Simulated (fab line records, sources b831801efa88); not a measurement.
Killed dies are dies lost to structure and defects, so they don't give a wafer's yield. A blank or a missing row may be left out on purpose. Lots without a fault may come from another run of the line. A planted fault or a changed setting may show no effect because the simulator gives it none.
fab line records | flow sky130
record lots=5 wafers=14 last_day=49
route steps=708 shown LOCAL_INTERCONNECT@398 CONTACT@406 METAL1@434 PAD_OPEN@708
lots that met no fault: from a run of the same line without faults
start_h: hours from the record's first day to the start of the lot's first wafer shown | wait_h: hours since the lot's step before | " the same as in the row above | L1.1+2: a row that stands for several wafers | - no value, or no start given | * or withheld: withheld | < > ~ a bound
route shown NAME@n: a module of which the file shows steps, and the number in the route of the first | usual: mean/standard deviation of fault-free wafers | same: alike in all rows | chamber/n: place in a boat | sites: the reading at each site | _std_site: their standard deviation | _edge_site: outer sites' mean less inner sites' | radius_mm: how far each site lies from the wafer's centre | mask NAME#n: copy n | behind: the tool/chamber that last shaped the wafer | hold: why the lot was held/for how many hours/how that ended | device: the transistor (n, p or np) that didn't switch | end of line: the same wafers' tests at the end of the route | a step without rows: its recipe alone | killed: dies lost to structure and defects at the first sort, not the wafer's yield | map: a wafer's dies, x killed, . not, _ none there
set.NAME: the setting as run; set.NAME@STEP: as run at that earlier step | model.NAME: the simulator's own value behind a step, which no gauge read
lots at some steps of the route; a table a step, a row a wafer
services: from which hour (start_h, from the record's first day; less than 0 if before it) a tool's chamber was out of use, for how many hours, and why
## steps
# step SKY_LOCAL_INTERCONNECT_CD_MEAS_11
# recipe target_cd_nm=170
# usual cd_nm=170.2/1.5
# columns lot.wafer tool chamber start_h wait_h cd_nm
L138.1 cd_sem-02 - 703.00 - 169.2
L138.3 " - " " 170.0
L138.5 " - " " 169.6
L141.3 cd_sem-02 - 735.65 - 170.3
L141.4 " - " " 170.9
L141.5 " - " " 169.7
L146.1 cd_sem-02 - 772.61 - 169.7
L146.3 " - " " 170.5
L146.4 " - " " 171.4
L149.2 cd_sem-01 - 799.96 - 167.2
L149.3 " - " " 168.1
L149.6 " - " " 165.8
L155.1 cd_sem-01 - 851.84 - 169.4
L155.3 " - " " 173.1
# step SKY_LOCAL_INTERCONNECT_OVL_MEAS_12
# usual LOCAL_INTERCONNECT_OVL=1/6
# columns lot.wafer tool chamber start_h wait_h LOCAL_INTERCONNECT_OVL[nm]
L138.1 overlay-02 - 703.12 0.1 1
L138.3 " - " " 6
L138.5 " - " " 7
L141.3 overlay-02 - 735.74 0.1 3
L141.4 " - " " -10
L141.5 " - " " 1
L146.1 overlay-02 - 772.73 0.1 1
L146.3 " - " " 3
L146.4 " - " " -6
L149.2 overlay-02 - 800.07 0.1 2
L149.3 " - " " -8
L149.6 " - " " -8
L155.1 overlay-02 - 851.96 0.1 7
L155.3 " - " " 12
# step SKY_LOCAL_INTERCONNECT_ETCH_13
# recipe chemistry=N2/H2 target=BARC ion_energy_ev=200 bias_w=100 pressure_mtorr=30 n2_flow_sccm=100 h2_flow_sccm=200 icp_w=500 stop_on=SiO2 time_s=45.9 target_depth_a=600
# usual drypump_motor_current_A=5.7/0.4 h2_flow_sccm=200.1/0.65 he_backside_leak_sccm=3.23/0.28 n2_flow_sccm=100.04/0.29 oes_product_au=0.854/0.0051 rf_fwd_power_W=495.8/2.1 throttle_valve_pct=13.225/0.0093
# columns lot.wafer tool chamber start_h wait_h drypump_motor_current_A h2_flow_sccm he_backside_leak_sccm n2_flow_sccm oes_product_au rf_fwd_power_W rf_hours_counter_h throttle_valve_pct
L138.1 rie_metal-01 1 703.15 0.0 5.5 200.1 3.25 100.30 0.860 492.4 1 13.222
L138.3 " 0 " " 5.7 199.3 3.25 99.61 0.848 499.4 - 13.235
L138.5 " 1 " " 5.5 199.6 3.16 100.09 0.854 493.0 - 13.224
L141.3 rie_metal-04 1 735.79 0.0 5.2 199.1 3.17 99.77 0.853 496.6 - 13.216
L141.4 " 0 " " 6.1 199.8 3.14 99.98 0.851 497.3 - 13.222
L141.5 " 1 " " 5.2 199.6 2.93 99.92 0.857 497.5 - 13.222
L146.1 rie_metal-04 1 772.77 0.0 5.2 200.6 3.15 100.22 0.858 494.8 10 13.231
L146.3 " 0 " " 6.0 200.6 3.21 100.41 0.849 496.1 - 13.213
L146.4 " 1 " " 5.2 199.5 3.06 100.13 0.852 494.5 - 13.236
L149.2 rie_metal-03 0 800.10 0.0 6.3 200.7 3.19 100.12 0.849 495.3 12 13.234
L149.3 " 1 " " 5.1 200.2 3.51 99.75 0.856 497.6 - 13.212
L149.6 " 1 " " 5.1 200.2 3.37 99.56 0.854 496.4 - 13.225
L155.1 rie_metal-03 0 852.00 0.0 6.3 200.9 3.23 100.20 0.856 496.2 14 13.213
L155.3 " 0 " " 6.2 200.5 3.31 100.07 0.855 496.6 - 13.216
# step SKY_LOCAL_INTERCONNECT_METAL_ETCH_14
# recipe target_depth_nm=110 stop_on=PSG chemistry=Cl2/BCl3 target=TiN resist_sidewall_deg=88 pressure_mtorr=10 icp_w=900 bias_w=48.5 Cl2_flow_sccm=60 bcl3_flow_sccm=30 time_s=31.4
# step SKY_LOCAL_INTERCONNECT_STRIP_15
# recipe chemistry=O2/N2 power_w=1400 pressure_mtorr=1500 platen_temp_c=withheld o2_flow_sccm=3000 n2_flow_sccm=300 overash_fraction=0.5
# usual drypump_motor_current_A=6.0/0.58 n2_flow_sccm=300.0/0.9 oes_product_au=0.427/0.0046 strip_time_to_endpoint_s=4.721/0.02
# columns lot.wafer tool chamber start_h wait_h drypump_motor_current_A n2_flow_sccm oes_product_au rf_hours_counter_h strip_time_to_endpoint_s
L138.1 plasma_asher-03 0 703.27 0.0 6.0 298.8 0.428 29 4.755
L138.3 " 0 " " 6.1 300.9 0.425 - 4.757
L138.5 " 1 " " 6.6 300.4 0.426 - 4.760
L141.3 plasma_asher-02 0 735.91 0.1 5.9 298.6 0.428 - 4.738
L141.4 " 1 " " 6.2 299.7 0.432 - 4.747
L141.5 " 1 " " 6.2 300.6 0.427 - 4.724
L146.1 plasma_asher-01 1 772.88 0.0 4.9 299.6 0.423 63 4.721
L146.3 " 0 " " 6.6 299.8 0.435 - 4.712
L146.4 " 1 " " 4.9 301.5 0.432 - 4.737
L149.2 plasma_asher-01 0 800.21 0.0 6.5 299.9 0.426 66 4.722
L149.3 " 0 " " 6.5 299.6 0.430 - 4.739
L149.6 " 0 " " 6.5 300.8 0.431 - 4.744
L155.1 plasma_asher-02 1 852.22 0.1 6.2 299.4 0.428 104 4.740
L155.3 " 0 " " 5.9 300.8 0.423 - 4.706
# step SKY_LOCAL_INTERCONNECT_STRIP_16
# recipe chemistry=post_etch_residue_remover time_s=1200 temp_c=72.5
# step SKY_LOCAL_INTERCONNECT_CLEAN_17
# recipe chemistry=IPA time_s=180 temp_c=25
# step SKY_LOCAL_INTERCONNECT_CLEAN_18
# recipe chemistry=O3/DIW dry=n2_spin
# step SKY_CONTACT_CVD_00
# recipe material=Si3N4 target_thk_nm=75 temp_c=400 time_s=withheld rf_w=450
# step SKY_CONTACT_THK_MEAS_01
# recipe reads=Si3N4_of_CONTACT_CVD_00
# usual CONTACT_CVD_00_THK=74.9/0.82
# columns lot.wafer tool chamber start_h wait_h CONTACT_CVD_00_THK[nm]
L138.1 film_metro-03 - 703.89 - 74.5
L138.3 " - " " 75.3
L138.5 " - " " 76.3
L141.3 film_metro-03 - 736.53 - 75.6
L141.4 " - " " 76.6
L141.5 " - " " 76.2
L146.1 film_metro-02 - 773.52 - 75.1
L146.3 " - " " 74.0
L146.4 " - " " 76.1
L149.2 film_metro-02 - 800.89 - 74.1
L149.3 " - " " 73.6
L149.6 " - " " 75.1
L155.1 film_metro-01 - 853.28 - 74.0
L155.3 " - " " 73.4
# step SKY_CONTACT_HDPCVD_02
# recipe material=SiO2 target_thk_nm=565 sigma_open_frac=0.3 time_s=94.2 temp_c=600 sih4_flow_sccm=60 pressure_mtorr=6
# step SKY_CONTACT_THK_MEAS_03
# recipe reads=SiO2_of_CONTACT_HDPCVD_02
# usual CONTACT_HDPCVD_THK=562/4.9
# columns lot.wafer tool chamber start_h wait_h CONTACT_HDPCVD_THK[nm]
L138.1 film_metro-01 - 704.02 0.0 552
L138.3 " - " " 559
L138.5 " - " " 562
L141.3 film_metro-02 - 736.65 0.1 566
L141.4 " - " " 574
L141.5 " - " " 560
L146.1 film_metro-03 - 773.69 0.1 563
L146.3 " - " " 565
L146.4 " - " " 565
L149.2 film_metro-01 - 801.02 0.0 564
L149.3 " - " " 557
L149.6 " - " " 561
L155.1 film_metro-03 - 853.41 0.0 551
L155.3 " - " " 553
# step SKY_CONTACT_CMP_04
# recipe material=SiO2 down_force_psi=4 platen_rpm=60 pad_velocity_m_s=0.94248
# usual motor_current_A=11.7/1.5 time_to_endpoint_s=82/4
# columns lot.wafer tool chamber start_h wait_h motor_current_A time_to_endpoint_s model.SiO2_of_CONTACT_HDPCVD_02.thk_nm
L138.3 cmp-01 0 704.18 0.1 9.9 83 341.2
L138.1 " 1 " " 13.6 80 339.3
L138.5 " 3 " " 11.8 82 339.2
L141.4 cmp-01 2 736.69 0.0 11.0 89 341.6
L141.3 " 3 " " 11.6 85 340.7
L141.5 " 2 " " 11.3 85 341
L146.4 cmp-02 1 773.83 0.1 10.9 85 339.9
L146.3 " 3 " " 11.3 80 340.4
L146.1 " 0 " " 14.2 83 339.9
L149.3 cmp-02 3 801.12 0.1 12.6 79 339.1
L149.2 " 0 " " 14.3 79 339.4
L149.6 " 2 " " 12.1 79 339.6
L155.1 cmp-01 3 853.47 0.1 11.0 68 374.8
L155.3 " 1 " " 12.9 79 340.5
# step SKY_CONTACT_BOW_MEAS_05
# recipe mode=bow
# usual CONTACT_BOW=81/7
# columns lot.wafer tool chamber start_h wait_h CONTACT_BOW[um]
L138.1 film_metro-03 - 704.38 0.1 80
L138.3 " - " " 86
L138.5 " - " " 83
L141.3 film_metro-01 - 737.03 0.2 77
L141.4 " - " " 90
L141.5 " - " " 82
L146.1 film_metro-03 - 774.13 0.1 81
L146.3 " - " " 77
L146.4 " - " " 69
L149.2 film_metro-03 - 801.39 0.2 78
L149.3 " - " " 72
L149.6 " - " " 86
L155.1 film_metro-03 - 853.77 0.2 75
L155.3 " - " " 69
# step SKY_CONTACT_DEHYDRATE_06
# recipe temp_c=200 time_s=60
# step SKY_CONTACT_HMDS_07
# recipe prime_time_s=60 prime_temp_c=120
# step SKY_CONTACT_COAT_08
# recipe resist=BARC temp_c=withheld time_s=withheld spin_rpm=3000 resist_thk_nm=60
# step SKY_CONTACT_COAT_09
# recipe resist=KrF-thick spin_rpm=3000 resist_thk_nm=450
# step SKY_CONTACT_SOFTBAKE_10
# recipe temp_c=100 time_s=90 resist=KrF-thick
# step SKY_CONTACT_EXPOSE_11
# recipe mask_id=CTM1 na=0.8 source_shape=annular sigma_inner=0.55 sigma_outer=0.85 target_cd_nm=170 dose_mj=38
# step SKY_CONTACT_PEB_12
# recipe peb_temp_c=withheld peb_time_s=withheld resist=KrF-thick
# step SKY_CONTACT_DEVELOP_13
# recipe develop_time_s=60 resist=KrF-thick dev_temp_c=21
# step SKY_CONTACT_CD_MEAS_14
# recipe target_cd_nm=170
# usual cd_nm=169.6/1.6
# columns lot.wafer tool chamber start_h wait_h cd_nm
L138.1 cd_sem-02 - 731.50 - 170.5
L138.3 " - " " 170.5
L138.5 " - " " 168.0
L141.3 cd_sem-02 - 763.74 - 170.2
L141.4 " - " " 169.4
L141.5 " - " " 169.1
L146.1 cd_sem-01 - 800.25 - 169.4
L146.3 " - " " 169.0
L146.4 " - " " 167.4
L149.2 cd_sem-02 - 827.52 - 171.5
L149.3 " - " " 171.0
L149.6 " - " " 170.6
L155.1 cd_sem-02 - 879.50 - 167.1
L155.3 " - " " 168.1
# step SKY_CONTACT_OVL_MEAS_15
# usual CONTACT_OVL=-1/5
# columns lot.wafer tool chamber start_h wait_h CONTACT_OVL[nm]
L138.1 overlay-01 - 731.62 0.1 -4
L138.3 " - " " -7
L138.5 " - " " -5
L141.3 overlay-02 - 763.83 0.1 -5
L141.4 " - " " 0
L141.5 " - " " -4
L146.1 overlay-02 - 800.37 0.1 2
L146.3 " - " " -1
L146.4 " - " " 2
L149.2 overlay-01 - 827.62 0.1 3
L149.3 " - " " -2
L149.6 " - " " 7
L155.1 overlay-02 - 879.62 0.1 -3
L155.3 " - " " -5
# step SKY_CONTACT_ETCH_16
# recipe chemistry=N2/H2 target=BARC ion_energy_ev=200 source_w=500 bias_w=100 pressure_mtorr=30 n2_flow_sccm=100 h2_flow_sccm=200 stop_on=SiO2 time_s=45.9 target_depth_a=600
# step SKY_CONTACT_ETCH_17
# recipe target=SiO2 chemistry=C4F8/O2/Ar stop_on=Si3N4 mask_material=KrF-thick source_w=1500 bias_w=1200 pressure_mtorr=40 c4f8_flow_sccm=withheld O2_flow_sccm=6 Ar_flow_sccm=300 time_s=withheld target_depth_a=3400
# usual oes_product_au=0.892/0.0046 rf_fwd_power_W=1489/5.1
# columns lot.wafer tool chamber start_h wait_h oes_product_au rf_fwd_power_W model.CONTACT.feature_depth_nm model.etch.depth_nm
L138.1 rie_diel-03 3 731.69 0.0 0.891 1489 339.3 339.3
L138.3 " 2 " " 0.886 1491 341.2 341.2
L138.5 " 0 " " 0.882 1486 339.2 339.2
L141.3 rie_diel-03 3 763.90 0.0 0.888 1485 340.7 340.7
L141.4 " 0 " " 0.897 1489 341.6 341.6
L141.5 " 3 " " 0.893 1489 341 341
L146.1 rie_diel-04 0 800.45 0.0 0.890 1492 339.9 339.9
L146.3 " 2 " " 0.891 1487 340.4 340.4
L146.4 " 1 " " 0.897 1486 339.9 339.9
L149.2 rie_diel-02 3 827.70 0.0 0.889 1501 339.4 339.4
L149.3 " 1 " " 0.889 1490 339.1 339.1
L149.6 " 3 " " 0.888 1502 339.6 339.6
L155.1 rie_diel-04 0 879.70 0.0 0.950 1490 374.8 374.8
L155.3 " 3 " " 0.898 1485 340.5 340.5
# step SKY_CONTACT_ETCH_18
# recipe target=Si3N4 chemistry=CHF3/O2 stop_on=TiN source_w=600 bias_w=200 pressure_mtorr=40 chf3_flow_sccm=50 O2_flow_sccm=5 time_s=39 target_depth_a=750
# step SKY_CONTACT_STRIP_19
# recipe chemistry=O2/N2 power_w=1400 pressure_mtorr=1500 platen_temp_c=withheld o2_flow_sccm=3000 n2_flow_sccm=300 overash_fraction=0.5
# usual drypump_motor_current_A=5.7/0.59 n2_flow_sccm=300.0/0.89 oes_product_au=0.381/0.0048 strip_time_to_endpoint_s=3.624/0.029
# columns lot.wafer tool chamber start_h wait_h drypump_motor_current_A n2_flow_sccm oes_product_au rf_hours_counter_h strip_time_to_endpoint_s
L138.1 plasma_asher-02 1 731.79 - 6.2 299.7 0.387 92 3.674
L138.3 " 0 " " 5.9 299.2 0.386 - 3.630
L138.5 " 0 " " 5.9 300.5 0.380 - 3.621
L141.3 plasma_asher-01 1 764.02 - 4.9 299.8 0.387 - 3.675
L141.4 " 0 " " 6.6 301.0 0.373 - 3.608
L141.5 " 0 " " 6.6 301.4 0.385 - 3.675
L146.1 plasma_asher-02 0 800.54 - 5.9 301.0 0.377 99 3.634
L146.3 " 1 " " 6.2 299.1 0.381 - 3.615
L146.4 " 0 " " 5.9 300.1 0.384 - 3.634
L149.2 plasma_asher-02 1 827.79 - 6.2 298.3 0.380 102 3.671
L149.3 " 0 " " 5.9 300.7 0.385 - 3.597
L149.6 " 1 " " 6.2 298.0 0.382 - 3.644
L155.1 plasma_asher-01 1 879.79 - 4.9 300.2 0.374 74 3.613
L155.3 " 1 " " 4.9 300.2 0.393 - 3.619
# step SKY_CONTACT_STRIP_20
# recipe chemistry=post_etch_residue_remover time_s=1200 temp_c=72.5
# step SKY_CONTACT_CLEAN_21
# recipe chemistry=IPA time_s=180 temp_c=25
# step SKY_CONTACT_CLEAN_22
# recipe chemistry=O3/DIW dry=n2_spin
# step SKY_CONTACT_SPUTTER_23
# recipe material=TiN target_thk_nm=20 chamber_pressure_pa=5 power_w=4000 time_s=80
# usual throttle_valve_pct=30.5/0.68
# columns lot.wafer tool chamber start_h wait_h throttle_valve_pct
L138.1 pvd_sputter-04 - 732.38 0.0 32.0
L138.3 " - " " 31.0
L138.5 " - " " 29.4
L141.3 pvd_sputter-03 - 764.66 0.0 31.0
L141.4 " - " " 30.6
L141.5 " - " " 30.8
L146.1 pvd_sputter-02 - 801.13 0.0 30.0
L146.3 " - " " 29.4
L146.4 " - " " 29.7
L149.2 pvd_sputter-03 - 828.78 0.0 30.3
L149.3 " - " " 30.6
L149.6 " - " " 31.1
L155.1 pvd_sputter-03 - 880.38 0.0 30.0
L155.3 " - " " 30.6
# step SKY_CONTACT_CVD_24
# recipe material=W target_thk_nm=340 time_s=102.12 temp_c=400 pressure_torr=40
# step SKY_CONTACT_RS_MEAS_25
# recipe thk_meas_gauge=four-point-probe reads=W_of_CONTACT_CVD_24+TiN_of_CONTACT_SPUTTER_23
# usual CONTACT_W_RS=0.338/0.005
# columns lot.wafer tool chamber start_h wait_h CONTACT_W_RS[ohm/sq]
L138.1 film_metro-02 - 732.55 0.1 0.343
L138.3 " - " " 0.338
L138.5 " - " " 0.339
L141.3 film_metro-03 - 764.88 0.1 0.337
L141.4 " - " " 0.328
L141.5 " - " " 0.327
L146.1 film_metro-01 - 801.30 0.1 0.329
L146.3 " - " " 0.326
L146.4 " - " " 0.335
L149.2 film_metro-02 - 828.97 0.1 0.336
L149.3 " - " " 0.331
L149.6 " - " " 0.330
L155.1 film_metro-01 - 880.55 0.1 0.332
L155.3 " - " " 0.329
# step SKY_CONTACT_THK_MEAS_26
# recipe thk_meas_gauge=xrf reads=W_of_CONTACT_CVD_24
# usual CONTACT_W_THK=335/6.1
# columns lot.wafer tool chamber start_h wait_h CONTACT_W_THK[nm]
L138.1 film_metro-02 - 732.67 0.1 329
L138.3 " - " " 332
L138.5 " - " " 331
L141.3 film_metro-03 - 764.98 0.1 338
L141.4 " - " " 345
L141.5 " - " " 346
L146.1 film_metro-01 - 801.42 0.1 349
L146.3 " - " " 352
L146.4 " - " " 340
L149.2 film_metro-02 - 829.08 0.1 338
L149.3 " - " " 344
L149.6 " - " " 345
L155.1 film_metro-01 - 880.67 0.1 340
L155.3 " - " " 344
# step SKY_CONTACT_CMP_27
# recipe stop_on=SiO2 t_overpolish_s=15 down_force_psi=3.5 platen_rpm=60 target_thk_nm=0 pad_velocity_m_s=0.94248
# step SKY_METAL1_SPUTTER_00
# recipe material=Ti target_thk_nm=15 power_w=3000 time_s=10 chamber_pressure_pa=0.4
# step SKY_METAL1_SPUTTER_01
# recipe material=TiN target_thk_nm=20 power_w=6500 time_s=16.7 chamber_pressure_pa=0.4
# step SKY_METAL1_SPUTTER_02
# recipe material=AlCu target_thk_nm=250 power_w=10600 time_s=13.3 chamber_pressure_pa=0.4
# usual throttle_valve_pct=30.1/0.53
# columns lot.wafer tool chamber start_h wait_h throttle_valve_pct
L138.1 pvd_sputter-03 - 733.08 0.0 30.7
L138.3 " - " " 31.0
L138.5 " - " " 30.8
L141.3 pvd_sputter-02 - 765.36 0.0 29.6
L141.4 " - " " 29.8
L141.5 " - " " 30.1
L146.1 pvd_sputter-03 - 801.83 0.0 30.3
L146.3 " - " " 30.8
L146.4 " - " " 31.0
L149.2 pvd_sputter-01 - 829.48 0.0 29.1
L149.3 " - " " 30.6
L149.6 " - " " 30.4
L155.1 pvd_sputter-01 - 881.08 0.0 29.9
L155.3 " - " " 29.4
# step SKY_METAL1_SPUTTER_03
# recipe material=Ti target_thk_nm=5 power_w=3000 time_s=3.3 chamber_pressure_pa=0.4
# step SKY_METAL1_SPUTTER_04
# recipe material=TiN target_thk_nm=70 power_w=6500 time_s=58.3 chamber_pressure_pa=0.4
# step SKY_METAL1_RS_MEAS_05
# recipe thk_meas_gauge=four-point-probe reads=TiN_of_METAL1_SPUTTER_04+Ti_of_METAL1_SPUTTER_03+AlCu_of_METAL1_SPUTTER_02+TiN_of_METAL1_SPUTTER_01+Ti_of_METAL1_SPUTTER_00
# usual METAL1_ALCU_RS=0.1269/0.0011
# columns lot.wafer tool chamber start_h wait_h METAL1_ALCU_RS[ohm/sq]
L138.1 film_metro-03 - 733.17 0.0 0.1256
L138.3 " - " " 0.1261
L138.5 " - " " 0.1256
L141.3 film_metro-04 - 765.50 0.1 0.1280
L141.4 " - " " 0.1270
L141.5 " - " " 0.1277
L146.1 film_metro-04 - 801.92 0.0 0.1259
L146.3 " - " " 0.1254
L146.4 " - " " 0.1264
L149.2 film_metro-03 - 829.59 0.0 0.1255
L149.3 " - " " 0.1273
L149.6 " - " " 0.1260
L155.1 film_metro-04 - 881.17 0.0 0.1277
L155.3 " - " " 0.1267
# step SKY_METAL1_METAL_ETCH_19
# recipe target_depth_a=3600 stop_on=SiO2 over_etch_frac=0.3 time_s=78 chemistry=Cl2/BCl3 resist_sidewall_deg=88 pressure_mtorr=10 icp_w=900 bias_w=48.5 Cl2_flow_sccm=60 bcl3_flow_sccm=30
# usual bcl3_flow_sccm=29.99/0.1 drypump_motor_current_A=5.8/0.47 he_backside_leak_sccm=3.34/0.24 oes_product_au=0.853/0.0055 rf_fwd_power_W=894/3.1 throttle_valve_pct=22.266/0.0094
# columns lot.wafer tool chamber start_h wait_h bcl3_flow_sccm drypump_motor_current_A he_backside_leak_sccm oes_product_au rf_fwd_power_W rf_hours_counter_h throttle_valve_pct model.SiO2_of_CONTACT_HDPCVD_02.thk_nm
L138.1 rie_metal-04 1 760.29 0.0 29.96 5.2 3.10 0.855 894 10 22.264 325.1
L138.3 " 1 " " 29.81 5.2 3.20 0.850 897 - 22.270 327
L138.5 " 1 " " 29.89 5.2 3.21 0.855 896 - 22.281 325.2
L141.3 rie_metal-04 0 791.98 0.1 30.08 6.1 3.22 0.856 894 - 22.283 326.6
L141.4 " 1 " " 30.10 5.2 3.12 0.862 892 - 22.253 327.4
L141.5 " 0 " " 30.00 6.1 3.26 0.846 898 - 22.264 326.7
L146.1 rie_metal-04 0 828.86 0.1 29.82 6.1 3.35 0.865 895 5 22.256 325.7
L146.3 " 0 " " 29.76 6.1 3.14 0.867 894 - 22.263 326.2
L146.4 " 0 " " 29.94 6.1 3.20 0.853 895 - 22.252 325.7
L149.2 rie_metal-02 0 855.70 0.0 30.15 5.3 3.55 0.861 897 10 22.259 325.2
L149.3 " 0 " " 30.03 5.4 3.63 0.853 894 - 22.266 324.9
L149.6 " 0 " " 30.05 5.3 3.66 0.851 894 - 22.266 325.5
L155.1 rie_metal-04 1 906.75 0.0 30.00 5.2 3.21 0.854 894 14 22.270 360.5
L155.3 " 0 " " 30.13 6.0 3.21 0.860 895 - 22.266 326.3
# step SKY_PAD_OPEN_PROBE_99
# usual killed_at_M0_to_M3=45/7.3 killed_at_M4_up=3.1/1.7 killed_at_contacts=25/5.1 killed_at_front_end=15/4.5 killed_at_other=0.3/0.56 killed_dies=88/9.4 killed_open=47/6.6 killed_short=40/6.9
# same gross_dies=492 killed_at_back_side=0
# columns lot.wafer tool chamber start_h wait_h killed_at_M0_to_M3 killed_at_M4_up killed_at_contacts killed_at_front_end killed_at_other killed_dies killed_open killed_short
L138.1 prober-01 - 1072.61 0.1 33 2 20 8 1 64 33 30
L138.3 prober-01 - 1072.71 0.2 42 2 28 16 0 88 45 43
L138.5 prober-01 - 1072.81 0.2 41 0 33 25 1 100 42 57
L141.3 prober-02 - 1095.12 0.2 36 1 21 18 0 76 39 37
L141.4 prober-02 - 1095.17 0.2 52 1 29 8 0 90 56 34
L141.5 prober-02 - 1095.22 0.2 49 3 26 10 0 88 43 45
L146.1 prober-02 - 1124.71 0.1 41 3 29 16 0 89 57 32
L146.3 prober-02 - 1124.81 0.2 48 2 21 14 3 88 41 45
L155.1 prober-01 - 1179.92 0.1 46 6 18 16 1 87 41 45
L155.3 prober-01 - 1180.02 0.2 52 2 28 16 1 99 57 42
# killed by level:class
L138.1 CONTACT:geometric_particle:open=8 VIA1:geometric_particle:open=6 VIA2:geometric_particle:open=6 LI_CONTACT:geometric_particle:open=5 METAL1:geometric_particle:short=4 FIELD_ISO:geometric_particle:short=3 POLY_GATE:geometric_particle:short=3 VIA3:geometric_particle:open=3
L138.3 CONTACT:geometric_particle:open=9 LI_CONTACT:geometric_particle:open=8 VIA1:geometric_particle:open=8 METAL2:geometric_particle:short=8 POLY_GATE:geometric_particle:short=7 CONTACT:geometric_particle:short=6 VIA3:geometric_particle:open=5 VIA1:geometric_particle:short=5
L138.5 CONTACT:geometric_particle:short=9 VIA1:geometric_particle:open=9 POLY_GATE:geometric_particle:short=8 METAL1:geometric_particle:short=8 CONTACT:geometric_particle:open=7 VIA3:geometric_particle:open=6 LI_CONTACT:geometric_particle:open=6 METAL2:geometric_particle:short=6
L141.3 VIA3:geometric_particle:open=9 CONTACT:geometric_particle:open=8 FIELD_ISO:geometric_particle:short=7 METAL2:geometric_particle:short=6 LI_CONTACT:geometric_particle:open=5 CONTACT:geometric_particle:short=5 METAL1:geometric_particle:short=4 POLY_GATE:geometric_particle:short=3
L141.4 CONTACT:geometric_particle:open=12 VIA3:geometric_particle:open=12 VIA2:geometric_particle:open=8 LI_CONTACT:geometric_particle:open=7 VIA1:geometric_particle:short=7 VIA1:geometric_particle:open=6 METAL2:geometric_particle:short=5 CONTACT:geometric_particle:short=5
L141.5 CONTACT:geometric_particle:open=11 VIA1:geometric_particle:open=11 METAL2:geometric_particle:short=9 CONTACT:geometric_particle:short=7 VIA3:geometric_particle:open=7 VIA1:geometric_particle:short=6 VIA3:geometric_particle:short=6 FIELD_ISO:geometric_particle:short=4
L146.1 CONTACT:geometric_particle:open=15 VIA1:geometric_particle:open=14 VIA2:geometric_particle:open=9 POLY_GATE:geometric_particle:short=6 CONTACT:geometric_particle:short=6 LI_CONTACT:geometric_particle:open=4 VIA1:geometric_particle:short=4 VIA3:geometric_particle:short=4
L146.3 LI_CONTACT:geometric_particle:open=9 METAL2:geometric_particle:short=8 VIA3:geometric_particle:open=7 CONTACT:geometric_particle:short=6 VIA2:geometric_particle:open=6 FIELD_ISO:geometric_particle:open=5 METAL1:geometric_particle:short=5 VIA1:geometric_particle:short=5
L155.1 VIA3:geometric_particle:open=9 CONTACT:geometric_particle:open=8 VIA2:geometric_particle:open=6 METAL2:geometric_particle:short=6 METAL4:geometric_particle:short=6 POLY_GATE:geometric_particle:open=5 METAL1:geometric_particle:short=5 VIA1:geometric_particle:short=5
L155.3 VIA3:geometric_particle:open=16 CONTACT:geometric_particle:open=10 LI_CONTACT:geometric_particle:open=9 METAL2:geometric_particle:short=9 METAL1:geometric_particle:short=7 VIA1:geometric_particle:open=7 FIELD_ISO:geometric_particle:open=5 VIA2:geometric_particle:open=4
## services
# columns tool chamber start_h hours kind
pvd_sputter-02 - 697.27 2.5 repair
rie_diel-03 0 710.86 8.3 repair
rie_metal-04 - 719.40 0.3 repair
pvd_sputter-02 - 727.09 9.4 repair
cmp-02 - 735.89 0.9 repair
cmp-01 - 742.12 5.6 pm
cmp-02 - 754.13 4.0 pm
cmp-02 - 766.34 6.1 repair
cmp-02 - 775.04 4.1 repair
cmp-02 - 779.14 6.8 pm
pvd_sputter-02 - 782.44 1.5 repair
plasma_asher-01 - 784.87 1.8 repair
cmp-01 - 795.19 0.7 repair
cmp-01 - 795.73 1.3 repair
plasma_asher-02 - 823.26 0.6 repair
rie_metal-04 1 828.19 28.1 repair
pvd_sputter-02 - 828.23 4.8 repair
pvd_sputter-02 - 836.78 1.7 repair
pvd_sputter-02 - 838.46 6.8 repair
rie_diel-03 2 868.47 3.2 repair
plasma_asher-02 - 872.13 4.0 repair
pvd_sputter-03 - 885.50 1.1 repair
rie_metal-04 1 887.75 8.3 repair
rie_diel-03 - 895.36 1.1 repair
## key
first_sign step=SKY_CONTACT_CMP_04 reading=time_to_endpoint_s direction=down sigmas=3.7 usual=* struck=*
effect step=SKY_CONTACT_ETCH_17 reading=oes_product_au direction=up sigmas=12 usual=0.892 struck=0.950
model_effect step=SKY_CONTACT_CMP_04 value=SiO2_of_CONTACT_HDPCVD_02.thk_nm without=340.8 struck=374.8
model_effect step=SKY_CONTACT_ETCH_17 value=CONTACT.feature_depth_nm without=340.8 struck=374.8
model_effect step=SKY_METAL1_METAL_ETCH_19 value=SiO2_of_CONTACT_HDPCVD_02.thk_nm without=326.5 struck=360.5
met_at SKY_CONTACT_CMP_04
struck_wafers L155.1
tester_left_out L155
onset_between 736.69 853.47
fault kind=process_parameter_drift tool=cmp-01 chamber=- onset_h=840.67 steps=SKY_CONTACT_CMP_04 channel=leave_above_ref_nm offset=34 shape=step end_h=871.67 scope=struck_wafers_only acts_in=these_recipes_only stated=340
# tester_left_out: of these lots the tester's yield and bins aren't shown, on N5 and GAA mostly nor the transistor test; their killed dies are dies lost to structure and defects alone, not to doping, threshold or leakage, so they don't give the yield
